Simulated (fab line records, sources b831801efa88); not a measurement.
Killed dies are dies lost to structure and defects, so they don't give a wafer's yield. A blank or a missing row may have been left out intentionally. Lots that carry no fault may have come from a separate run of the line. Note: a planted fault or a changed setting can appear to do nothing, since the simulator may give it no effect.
Which tool was responsible? / flow sky130 / 18 wafers from 6 lots sampled at 2 of the route's 708 steps

== WHAT THE GAUGES SHOWED, per wafer ==
SKY_NWELL_OVL_MEAS_10.
lot=L995; measured=day 5 06:11; on=overlay-01; NWELL_00_OVL (nm)=0.4 1.8 2.2
lot=L997; measured=day 5 13:50; on=overlay-02; NWELL_00_OVL (nm)=2.2 2.6 0.5
lot=L107; measured=day 8 02:32; on=overlay-01; NWELL_00_OVL (nm)=0.3 0.2 0.7
lot=L110; measured=day 9 01:23; on=overlay-02; NWELL_00_OVL (nm)=0.4 2.2 0.6
lot=L112; measured=day 9 09:12; on=overlay-02; NWELL_00_OVL (nm)=1.8 2.6 2.4
lot=L115; measured=day 10 07:55; on=overlay-02; NWELL_00_OVL (nm)=0.0 1.4 -0.9

== EACH LOT AND THE TOOL THAT RAN IT (in order: tool; ch and the chambers of the sampled wafers; start) ==
lot=L995; SKY_PWDE_EXPOSE_04=iline stepper-01 ch 0, day 4 03:51
lot=L997; SKY_PWDE_EXPOSE_04=iline stepper-01 ch 0, day 4 10:19
lot=L107; SKY_PWDE_EXPOSE_04=iline stepper-02 ch 0, day 6 20:07
lot=L110; SKY_PWDE_EXPOSE_04=iline stepper-01 ch 0, day 7 17:49
lot=L112; SKY_PWDE_EXPOSE_04=iline stepper-01 ch 0, day 8 00:32
lot=L115; SKY_PWDE_EXPOSE_04=iline stepper-02 ch 0, day 8 22:32
- SKY_PWDE_EXPOSE_04: exposes mask PWDEM, target cd 840 nm.

== THE ANSWER, worked out from the rows above alone ==
Rule: the usual values come from the lots themselves. The widest of any qualifying gaps counts: lots, ordered by their means at a reading, are off when they make up no more than a third of the lots, leave a main group of 4 or more, and stand apart from it by 3 or more times the standard deviation of that group's means. If all means in a main group match to the digits the tables above print for the reading, that group is not used. A lot without any number at a reading at which 4 lots or more have one is off too. Where the step has rows for the other lots, those lots are counted as sound.
Across all readings shown, no lot is off: no conclusion can be drawn from this.

== WHAT HAD BEEN PUT IN BY THE SIMULATOR ==
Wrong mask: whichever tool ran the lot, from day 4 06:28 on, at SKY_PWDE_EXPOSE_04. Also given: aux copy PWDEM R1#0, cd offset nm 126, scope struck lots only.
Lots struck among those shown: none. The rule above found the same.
